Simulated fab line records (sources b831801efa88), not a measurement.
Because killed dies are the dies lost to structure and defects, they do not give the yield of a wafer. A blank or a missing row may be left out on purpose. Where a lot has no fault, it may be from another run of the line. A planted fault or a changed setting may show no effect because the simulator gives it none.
Which tool was responsible? :: flow sky130 :: 10 lots with 30 wafers sampled at 4 steps, on a route of 708 steps

## WHAT THE GAUGES SHOWED, per wafer
SKY_VIA1_THK_MEAS_23: measures by xrf. Usual: VIA1_W_THK 269 nm, standard deviation 3.2.
lot: L576
measured: day 35 12:17
on: film metro-03
VIA1_W_THK (nm): 268 267 266
flag: 

lot: L578
measured: day 36 07:35
on: film metro-01
VIA1_W_THK (nm): 273 269 264
flag: 

lot: L579
measured: day 36 23:55
on: film metro-03
VIA1_W_THK (nm): 267 268 266
flag: 

lot: L581
measured: day 37 00:19
on: film metro-02
VIA1_W_THK (nm): 269 269 270
flag: 

lot: L582
measured: day 37 05:58
on: film metro-03
VIA1_W_THK (nm): 271 272 270
flag: 

lot: L585
measured: day 39 02:16
on: film metro-03
VIA1_W_THK (nm): 270 267 270
flag: 

lot: L584
measured: day 39 02:55
on: film metro-01
VIA1_W_THK (nm): 267 265 268
flag: 

lot: L589
measured: day 39 07:01
on: film metro-02
VIA1_W_THK (nm): 264 266 267
flag: 

lot: L590
measured: day 39 08:18
on: film metro-03
VIA1_W_THK (nm): 269 268 273
flag: 

lot: L595
measured: day 40 16:22
on: film metro-03
VIA1_W_THK (nm): 271 269 272
flag: 

## WHICH TOOL RAN EACH LOT (tool, then ch and the chambers of the sampled wafers, then the start)
lot: L576
SKY_METAL1_ETCH_18: rie metal-03 ch 0, day 34 07:01
SKY_VIA1_ETCH_14: rie diel-04 ch 0,1,3, day 35 11:17
SKY_VIA1_STRIP_16: plasma asher-03 ch 0,1, day 35 11:22

lot: L578
SKY_METAL1_ETCH_18: rie metal-01 ch 0,1, day 35 02:50
SKY_VIA1_ETCH_14: rie diel-01 ch 0,1,2, day 36 06:38
SKY_VIA1_STRIP_16: plasma asher-02 ch 1, day 36 06:43

lot: L579
SKY_METAL1_ETCH_18: rie metal-02 ch 0,1, day 35 19:00
SKY_VIA1_ETCH_14: rie diel-01 ch 2,3, day 36 22:57
SKY_VIA1_STRIP_16: plasma asher-02 ch 0,1, day 36 23:02

lot: L581
SKY_METAL1_ETCH_18: rie metal-01 ch 0,1, day 35 19:47
SKY_VIA1_ETCH_14: rie diel-04 ch 0,1,3, day 36 23:19
SKY_VIA1_STRIP_16: plasma asher-04 ch 0,1, day 36 23:25

lot: L582
SKY_METAL1_ETCH_18: rie metal-03 ch 0,1, day 36 01:18
SKY_VIA1_ETCH_14: rie diel-01 ch 0,2,3, day 37 04:58
SKY_VIA1_STRIP_16: plasma asher-04 ch 0,1, day 37 05:04

lot: L585
SKY_METAL1_ETCH_18: rie metal-03 ch 0, day 37 22:08
SKY_VIA1_ETCH_14: rie diel-04 ch 0,1, day 39 01:18
SKY_VIA1_STRIP_16: plasma asher-04 ch 0, day 39 01:23

lot: L584
SKY_METAL1_ETCH_18: rie metal-02 ch 0,1, day 37 22:44
SKY_VIA1_ETCH_14: rie diel-02 ch 2,3, day 39 01:32
SKY_VIA1_STRIP_16: plasma asher-03 ch 0,1, day 39 01:37

lot: L589
SKY_METAL1_ETCH_18: rie metal-01 ch 0,1, day 38 03:22
SKY_VIA1_ETCH_14: rie diel-01 ch 1,2, day 39 05:42
SKY_VIA1_STRIP_16: plasma asher-04 ch 0,1, day 39 05:50

lot: L590
SKY_METAL1_ETCH_18: rie metal-03 ch 0, day 38 04:33
SKY_VIA1_ETCH_14: rie diel-01 ch 0,3, day 39 07:20
SKY_VIA1_STRIP_16: plasma asher-04 ch 0,1, day 39 07:25

lot: L595
SKY_METAL1_ETCH_18: rie metal-02 ch 0,1, day 39 13:53
SKY_VIA1_ETCH_14: rie diel-02 ch 0,3, day 40 15:25
SKY_VIA1_STRIP_16: plasma asher-02 ch 0,1, day 40 15:31
- SKY_METAL1_ETCH_18: etches BARC in N2/H2, stops on SiO2, time 45.9 s, target depth 60 nm.
- SKY_VIA1_ETCH_14: etches BARC in N2/H2, stops on SiO2, time 45.9 s, target depth 60 nm.
- SKY_VIA1_STRIP_16: strips in O2/N2.

## WHAT THE TOOLS THEMSELVES READ (means of the sampled wafers that have a number; where no wafer has one, the mark that the record gives instead)
SKY_METAL1_ETCH_18. Usual: drypump motor current A 6.0 A, standard deviation 0.47; oes product au 0.855 a.u., standard deviation 0.0051; rf fwd power W 495.2 W, standard deviation 2; throttle valve pct 13.224 %, standard deviation 0.0091.
lot: L576
tool: rie metal-03
drypump motor current A (A): 6.6
oes product au (a.u.): 0.857
rf fwd power W (W): 494.1
throttle valve pct (%): 13.227
flag: 

lot: L578
tool: rie metal-01
drypump motor current A (A): 5.7
oes product au (a.u.): 0.857
rf fwd power W (W): 495.9
throttle valve pct (%): 13.218
flag: 

lot: L579
tool: rie metal-02
drypump motor current A (A): 6.3
oes product au (a.u.): 0.856
rf fwd power W (W): 494.9
throttle valve pct (%): 13.218
flag: 

lot: L581
tool: rie metal-01
drypump motor current A (A): 5.4
oes product au (a.u.): 0.853
rf fwd power W (W): 497.3
throttle valve pct (%): 13.225
flag: 

lot: L582
tool: rie metal-03
drypump motor current A (A): 6.0
oes product au (a.u.): 0.856
rf fwd power W (W): 494.3
throttle valve pct (%): 13.229
flag: 

lot: L585
tool: rie metal-03
drypump motor current A (A): 6.6
oes product au (a.u.): 0.849
rf fwd power W (W): 493.3
throttle valve pct (%): 13.216
flag: 

lot: L584
tool: rie metal-02
drypump motor current A (A): 6.3
oes product au (a.u.): 0.858
rf fwd power W (W): 494.7
throttle valve pct (%): 13.228
flag: 

lot: L589
tool: rie metal-01
drypump motor current A (A): 5.7
oes product au (a.u.): 0.856
rf fwd power W (W): 494.5
throttle valve pct (%): 13.222
flag: 

lot: L590
tool: rie metal-03
drypump motor current A (A): 6.6
oes product au (a.u.): 0.855
rf fwd power W (W): 494.4
throttle valve pct (%): 13.222
flag: 

lot: L595
tool: rie metal-02
drypump motor current A (A): 6.3
oes product au (a.u.): 0.851
rf fwd power W (W): 492.8
throttle valve pct (%): 13.227
flag: 

SKY_VIA1_ETCH_14. Usual: drypump motor current A 5.7 A, standard deviation 0.57; oes product au 0.855 a.u., standard deviation 0.0051; rf fwd power W 495.6 W, standard deviation 2; throttle valve pct 13.226 %, standard deviation 0.0098.
lot: L576
tool: rie diel-04
drypump motor current A (A): 5.8
oes product au (a.u.): 0.857
rf fwd power W (W): 494.3
throttle valve pct (%): 13.225
flag: 

lot: L578
tool: rie diel-01
drypump motor current A (A): 6.2
oes product au (a.u.): 0.853
rf fwd power W (W): 496.0
throttle valve pct (%): 13.224
flag: 

lot: L579
tool: rie diel-01
drypump motor current A (A): 6.1
oes product au (a.u.): 0.854
rf fwd power W (W): 497.1
throttle valve pct (%): 13.220
flag: 

lot: L581
tool: rie diel-04
drypump motor current A (A): 5.8
oes product au (a.u.): 0.854
rf fwd power W (W): 494.8
throttle valve pct (%): 13.234
flag: 

lot: L582
tool: rie diel-01
drypump motor current A (A): 6.1
oes product au (a.u.): 0.853
rf fwd power W (W): 494.8
throttle valve pct (%): 13.230
flag: 

lot: L585
tool: rie diel-04
drypump motor current A (A): 6.1
oes product au (a.u.): 0.853
rf fwd power W (W): 494.8
throttle valve pct (%): 13.228
flag: 

lot: L584
tool: rie diel-02
drypump motor current A (A): 5.2
oes product au (a.u.): 0.847
rf fwd power W (W): 495.5
throttle valve pct (%): 13.231
flag: 

lot: L589
tool: rie diel-01
drypump motor current A (A): 6.2
oes product au (a.u.): 0.856
rf fwd power W (W): 573.0
throttle valve pct (%): 13.219
flag: OFF

lot: L590
tool: rie diel-01
drypump motor current A (A): 6.1
oes product au (a.u.): 0.858
rf fwd power W (W): 576.4
throttle valve pct (%): 13.230
flag: OFF

lot: L595
tool: rie diel-02
drypump motor current A (A): 5.1
oes product au (a.u.): 0.856
rf fwd power W (W): 497.3
throttle valve pct (%): 13.218
flag: 

SKY_VIA1_STRIP_16. Usual: drypump motor current A 5.6 A, standard deviation 0.41; oes product au 0.416 a.u., standard deviation 0.0047; strip time to endpoint s 4.466 s, standard deviation 0.022.
lot: L576
tool: plasma asher-03
drypump motor current A (A): 5.7
oes product au (a.u.): 0.414
strip time to endpoint s (s): 4.447
flag: 

lot: L578
tool: plasma asher-02
drypump motor current A (A): 5.4
oes product au (a.u.): 0.418
strip time to endpoint s (s): 4.473
flag: 

lot: L579
tool: plasma asher-02
drypump motor current A (A): 5.2
oes product au (a.u.): 0.416
strip time to endpoint s (s): 4.439
flag: 

lot: L581
tool: plasma asher-04
drypump motor current A (A): 6.2
oes product au (a.u.): 0.417
strip time to endpoint s (s): 4.473
flag: 

lot: L582
tool: plasma asher-04
drypump motor current A (A): 6.2
oes product au (a.u.): 0.415
strip time to endpoint s (s): 4.443
flag: 

lot: L585
tool: plasma asher-04
drypump motor current A (A): 6.2
oes product au (a.u.): 0.416
strip time to endpoint s (s): 4.473
flag: 

lot: L584
tool: plasma asher-03
drypump motor current A (A): 5.7
oes product au (a.u.): 0.416
strip time to endpoint s (s): 4.492
flag: 

lot: L589
tool: plasma asher-04
drypump motor current A (A): 6.1
oes product au (a.u.): 0.415
strip time to endpoint s (s): 4.390
flag: OFF

lot: L590
tool: plasma asher-04
drypump motor current A (A): 6.1
oes product au (a.u.): 0.417
strip time to endpoint s (s): 4.395
flag: OFF

lot: L595
tool: plasma asher-02
drypump motor current A (A): 5.2
oes product au (a.u.): 0.419
strip time to endpoint s (s): 4.467
flag: 

## THE ANSWER, worked out from the rows above alone
Rule: take the mean of a lot's wafers that have a number; if it is more than 3 standard deviations from the usual mean, the lot is off. Also off: a lot with no number at a reading for which 4 or more lots have one. All remaining lots with rows at the step are treated as sound. After the gauges, taken in route order, come the tools' own readings; for these a lot's mean is taken, as printed above. The first step at which some lot is off is used, and at that step the reading that is off furthest; a lot without a number counts as furthest.
Off: L589, L590, at SKY_VIA1_ETCH_14 (rf fwd power W).
A tool fits if, at that step or a process step before it, it ran every lot that is off, and no sound lot after the first of them. One candidate fits, namely rie diel-01 at SKY_VIA1_ETCH_14. A fault onset in the window from L582 (day 37 04:58, its last sound lot) to L589 (day 39 05:42, its first lot off) fits.
The tool's own readings at SKY_VIA1_ETCH_14 bear it out: on the lots that are off they differ by more than 5 times the standard deviation of the sound lots' means. rf fwd power W reads 574.7 W there against 495.6 W on the sound lots.

## WHAT HAD BEEN PUT IN BY THE SIMULATOR
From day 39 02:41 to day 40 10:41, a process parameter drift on rie diel-01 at SKY_VIA1_ETCH_14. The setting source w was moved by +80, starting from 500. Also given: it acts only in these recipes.
Lots struck among those shown: L589, L590. Same finding as the rule above.
